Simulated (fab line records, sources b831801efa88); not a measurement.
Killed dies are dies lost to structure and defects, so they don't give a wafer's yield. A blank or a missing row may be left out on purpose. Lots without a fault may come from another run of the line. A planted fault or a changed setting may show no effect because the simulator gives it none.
One fault seen from 2 desks | flow gf180mcu | each desk has only its own numbers; what lay behind them comes last
Where a reading is given only as a bound, like >300, the bound stands for it, and a mean or a difference that rests on one is marked > or <: the true number lies beyond.

THE TOOL OWNER'S DESK: cvd_w-01
The tool's own readings at GF_V5_CVD_23 (deposits W, target thk 350 nm, time 104.9 s): means of the sampled wafers that have a number, for each lot that ran on this tool. A lot is out of limits, marked OUT, if its mean lies more than 4 standard deviations from the usual mean; the brackets give that distance.
Columns: A = chamber_pressure_Torr at GF_V5_CVD_23, usual 39.99 Torr; B = heater_power_outer_w at GF_V5_CVD_23, usual 562 W; C = heater_power_w at GF_V5_CVD_23, usual 899 W
lot  | first seen here | A     | B   | C
L688 | day 28 15:40    | 39.97 | 537 | 868
L689 | day 29 02:37    | 39.97 | 588 | 947
L690 | day 29 08:01    | 40.06 | 584 | 945
L691 | day 29 08:59    | 39.96 | 591 | 958
L692 | day 29 21:09    | 39.94 | 532 | 872
L694 | day 30 07:56    | 40.12 | 642 | 1032
L700 | day 31 21:30    | 40.04 | 589 | 946
L705 | day 32 22:09    | 40.08 | 537 | 860
L706 | day 33 06:01    | 39.96 | 538 | 871
This desk's finding: nothing out of limits on any of the 9 lots.

THE METROLOGY DESK
What the gauges read, lot by lot, whatever tool the lot ran on: means of the sampled wafers that have a number. A lot is out of limits, marked OUT, if its mean lies more than 4 standard deviations from the usual mean; the brackets give that distance.
Columns: A = V5_W_RS at GF_V5_RS_MEAS_24, usual 0.327 ohm/sq; B = V5_W_THK at GF_V5_THK_MEAS_25, usual 344 nm
lot  | first seen here | A                        | B
L684 | day 27 12:55    | 0.322                    | 355
L688 | day 28 15:46    | 0.330                    | 338
L689 | day 29 02:43    | 0.325                    | 344
L690 | day 29 08:08    | 0.329                    | 337
L691 | day 29 09:06    | 0.325                    | 354
L692 | day 29 21:16    | 0.328                    | 337
L694 | day 30 08:04    | 0.328                    | 339
L695 | day 30 18:22    | 43.147 (+99 or more) OUT | <0 (<-48) OUT
L696 | day 30 20:56    | 44.863 (+99 or more) OUT | <0 (<-48) OUT
L700 | day 31 21:38    | 0.329                    | 344
L704 | day 32 19:11    | 0.325                    | 349
L705 | day 32 22:17    | 0.331                    | 336
L706 | day 33 06:08    | 0.332                    | 337
L707 | day 33 11:55    | 0.327                    | 343
This desk's finding: out of limits on L695, L696; first on L695, day 30 18:22 (V5_W_RS at GF_V5_RS_MEAS_24). In limits: L684, L688, L689, L690, L691, L692, L694, L700, L704, L705, L706, L707.

PUT TOGETHER
The metrology desk could have raised an alarm at day 30 18:22, on L695, L696.
The tool owner's desk saw nothing out of limits.
The tool owner's desk has no number on record for L695, L696.
Of the lots named, all ran GF_V5_CVD_23 on cvd_w-01.

WHAT THE SIMULATOR HAD PUT IN
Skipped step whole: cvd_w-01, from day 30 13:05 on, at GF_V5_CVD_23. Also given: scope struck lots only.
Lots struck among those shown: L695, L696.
Hours from the fault's start to each desk's first reading out of limits: the metrology desk, 5.
